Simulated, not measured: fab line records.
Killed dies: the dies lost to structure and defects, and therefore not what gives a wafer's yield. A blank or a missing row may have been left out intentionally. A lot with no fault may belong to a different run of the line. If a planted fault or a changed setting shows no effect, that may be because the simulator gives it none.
Matching of chambers / flow gf180mcu / GF_V5_CMP_04 on cmp-02 has 4 sister chambers
The step polishes SiO2. 39 wafers are shown with their chamber, then 12 later ones without.

== WAFERS WITH THEIR CHAMBER ==
wafer=L074.2; chamber=2; motorCurrentA (A)=12.1; slurryFilterDpKPa (kPa)=13.51; slurryFlowMlMin=150.3
wafer=L074.5; chamber=0; motorCurrentA (A)=12.6; slurryFilterDpKPa (kPa)=13.47; slurryFlowMlMin=150.1
wafer=L074.6; chamber=3; motorCurrentA (A)=10.8; slurryFilterDpKPa (kPa)=13.57; slurryFlowMlMin=149.6
wafer=L076.1; chamber=2; motorCurrentA (A)=12.2; slurryFilterDpKPa (kPa)=13.20; slurryFlowMlMin=150.4
wafer=L076.2; chamber=0; motorCurrentA (A)=12.8; slurryFilterDpKPa (kPa)=13.47; slurryFlowMlMin=150.7
wafer=L076.4; chamber=1; motorCurrentA (A)=12.5; slurryFilterDpKPa (kPa)=13.47; slurryFlowMlMin=150.4
wafer=L077.1; chamber=3; motorCurrentA (A)=11.1; slurryFilterDpKPa (kPa)=13.43; slurryFlowMlMin=150.1
wafer=L077.3; chamber=2; motorCurrentA (A)=12.1; slurryFilterDpKPa (kPa)=13.47; slurryFlowMlMin=150.2
wafer=L077.6; chamber=2; motorCurrentA (A)=12.4; slurryFilterDpKPa (kPa)=13.44; slurryFlowMlMin=150.5
wafer=L078.2; chamber=2; motorCurrentA (A)=11.9; slurryFilterDpKPa (kPa)=13.40; slurryFlowMlMin=150.2
wafer=L078.4; chamber=1; motorCurrentA (A)=12.2; slurryFilterDpKPa (kPa)=13.30; slurryFlowMlMin=149.7
wafer=L078.6; chamber=2; motorCurrentA (A)=12.3; slurryFilterDpKPa (kPa)=13.47; slurryFlowMlMin=150.1
wafer=L081.1; chamber=2; motorCurrentA (A)=12.0; slurryFilterDpKPa (kPa)=13.40; slurryFlowMlMin=150.1
wafer=L081.3; chamber=0; motorCurrentA (A)=12.2; slurryFilterDpKPa (kPa)=13.34; slurryFlowMlMin=150.8
wafer=L081.4; chamber=1; motorCurrentA (A)=13.6; slurryFilterDpKPa (kPa)=13.50; slurryFlowMlMin=150.3
wafer=L082.1; chamber=3; motorCurrentA (A)=10.4; slurryFilterDpKPa (kPa)=13.51; slurryFlowMlMin=150.2
wafer=L082.3; chamber=0; motorCurrentA (A)=13.4; slurryFilterDpKPa (kPa)=13.20; slurryFlowMlMin=150.5
wafer=L082.5; chamber=1; motorCurrentA (A)=12.9; slurryFilterDpKPa (kPa)=13.25; slurryFlowMlMin=149.8
wafer=L083.2; chamber=1; motorCurrentA (A)=12.7; slurryFilterDpKPa (kPa)=13.34; slurryFlowMlMin=149.8
wafer=L083.3; chamber=2; motorCurrentA (A)=12.4; slurryFilterDpKPa (kPa)=13.54; slurryFlowMlMin=149.4
wafer=L083.6; chamber=0; motorCurrentA (A)=12.8; slurryFilterDpKPa (kPa)=13.50; slurryFlowMlMin=150.2
wafer=L084.3; chamber=1; motorCurrentA (A)=12.9; slurryFilterDpKPa (kPa)=13.27; slurryFlowMlMin=150.2
wafer=L084.5; chamber=1; motorCurrentA (A)=12.5; slurryFilterDpKPa (kPa)=13.55; slurryFlowMlMin=149.0
wafer=L084.6; chamber=0; motorCurrentA (A)=12.4; slurryFilterDpKPa (kPa)=13.52; slurryFlowMlMin=149.3
wafer=L085.2; chamber=3; motorCurrentA (A)=10.8; slurryFilterDpKPa (kPa)=13.40; slurryFlowMlMin=150.4
wafer=L085.4; chamber=1; motorCurrentA (A)=12.6; slurryFilterDpKPa (kPa)=13.19; slurryFlowMlMin=149.2
wafer=L085.6; chamber=1; motorCurrentA (A)=12.8; slurryFilterDpKPa (kPa)=13.55; slurryFlowMlMin=149.8
wafer=L086.1; chamber=1; motorCurrentA (A)=13.0; slurryFilterDpKPa (kPa)=13.53; slurryFlowMlMin=150.2
wafer=L086.4; chamber=3; motorCurrentA (A)=10.7; slurryFilterDpKPa (kPa)=13.54; slurryFlowMlMin=149.7
wafer=L086.6; chamber=3; motorCurrentA (A)=11.0; slurryFilterDpKPa (kPa)=13.53; slurryFlowMlMin=150.5
wafer=L087.2; chamber=3; motorCurrentA (A)=10.1; slurryFilterDpKPa (kPa)=13.52; slurryFlowMlMin=148.7
wafer=L087.4; chamber=0; motorCurrentA (A)=13.4; slurryFilterDpKPa (kPa)=13.52; slurryFlowMlMin=150.4
wafer=L087.6; chamber=0; motorCurrentA (A)=12.6; slurryFilterDpKPa (kPa)=13.54; slurryFlowMlMin=149.7
wafer=L089.1; chamber=0; motorCurrentA (A)=12.2; slurryFilterDpKPa (kPa)=13.44; slurryFlowMlMin=149.7
wafer=L089.3; chamber=2; motorCurrentA (A)=12.4; slurryFilterDpKPa (kPa)=13.61; slurryFlowMlMin=149.2
wafer=L089.6; chamber=3; motorCurrentA (A)=11.2; slurryFilterDpKPa (kPa)=13.40; slurryFlowMlMin=149.7
wafer=L090.1; chamber=0; motorCurrentA (A)=12.2; slurryFilterDpKPa (kPa)=13.35; slurryFlowMlMin=150.3
wafer=L090.4; chamber=3; motorCurrentA (A)=10.9; slurryFilterDpKPa (kPa)=13.64; slurryFlowMlMin=149.6
wafer=L090.5; chamber=2; motorCurrentA (A)=12.7; slurryFilterDpKPa (kPa)=13.35; slurryFlowMlMin=149.8

SIGNATURES (averages over the wafers above)
reading=motorCurrentA; chamber 0=12.660; chamber 1=12.770; chamber 2=12.250; chamber 3=10.778; scatter within a chamber=0.362
reading=slurryFilterDpKPa; chamber 0=13.4350; chamber 1=13.3950; chamber 2=13.4390; chamber 3=13.5044; scatter within a chamber=0.113
reading=slurryFlowMlMin; chamber 0=150.170; chamber 1=149.840; chamber 2=150.020; chamber 3=149.833; scatter within a chamber=0.479
Rule: a wafer's distance from a chamber is the root of the sum, over the readings, of the square of ((its reading less the chamber's mean) divided by the reading's scatter). If the next closest chamber is less than 2 further off than the closest, the wafer can't be placed; otherwise it belongs to the closest. The scatter: take each reading less its chamber's mean, square it, sum over the shown wafers, divide by the number of wafers less the number of chambers, and take the root.

== WAFERS WITH NO CHAMBER GIVEN ==
wafer=L091.2; motorCurrentA (A)=12.2; slurryFilterDpKPa (kPa)=13.44; slurryFlowMlMin=149.0
wafer=L091.3; motorCurrentA (A)=13.3; slurryFilterDpKPa (kPa)=13.54; slurryFlowMlMin=150.5
wafer=L091.4; motorCurrentA (A)=10.6; slurryFilterDpKPa (kPa)=13.59; slurryFlowMlMin=149.7
wafer=L092.2; motorCurrentA (A)=10.8; slurryFilterDpKPa (kPa)=13.76; slurryFlowMlMin=149.6
wafer=L092.3; motorCurrentA (A)=12.8; slurryFilterDpKPa (kPa)=13.44; slurryFlowMlMin=150.3
wafer=L092.5; motorCurrentA (A)=12.3; slurryFilterDpKPa (kPa)=13.64; slurryFlowMlMin=149.8
wafer=L093.3; motorCurrentA (A)=10.2; slurryFilterDpKPa (kPa)=13.57; slurryFlowMlMin=149.3
wafer=L093.5; motorCurrentA (A)=11.9; slurryFilterDpKPa (kPa)=13.39; slurryFlowMlMin=150.3
wafer=L093.6; motorCurrentA (A)=12.6; slurryFilterDpKPa (kPa)=13.50; slurryFlowMlMin=149.7
wafer=L094.2; motorCurrentA (A)=12.7; slurryFilterDpKPa (kPa)=13.37; slurryFlowMlMin=149.4
wafer=L094.4; motorCurrentA (A)=10.6; slurryFilterDpKPa (kPa)=13.40; slurryFlowMlMin=150.3
wafer=L094.6; motorCurrentA (A)=12.2; slurryFilterDpKPa (kPa)=13.50; slurryFlowMlMin=149.0

== WHICH CHAMBER EACH WENT THROUGH ==
wafer=L091.2; from the rows above=can't be placed: 2 or 1 or 0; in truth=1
wafer=L091.3; from the rows above=can't be placed: 0 or 1 or 2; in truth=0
wafer=L091.4; from the rows above=3; in truth=3
wafer=L092.2; from the rows above=3; in truth=3
wafer=L092.3; from the rows above=can't be placed: 0 or 1 or 2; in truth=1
wafer=L092.5; from the rows above=can't be placed: 2 or 0 or 1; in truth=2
wafer=L093.3; from the rows above=3; in truth=3
wafer=L093.5; from the rows above=can't be placed: 2 or 0 or 1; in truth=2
wafer=L093.6; from the rows above=can't be placed: 1 or 0 or 2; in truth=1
wafer=L094.2; from the rows above=can't be placed: 1 or 0 or 2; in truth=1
wafer=L094.4; from the rows above=3; in truth=3
wafer=L094.6; from the rows above=can't be placed: 2 or 1 or 0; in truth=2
Placed correctly: 4 of 12. Not placeable from these rows: 8 (in 8, the candidates include the true chamber). Number placed wrongly: 0.
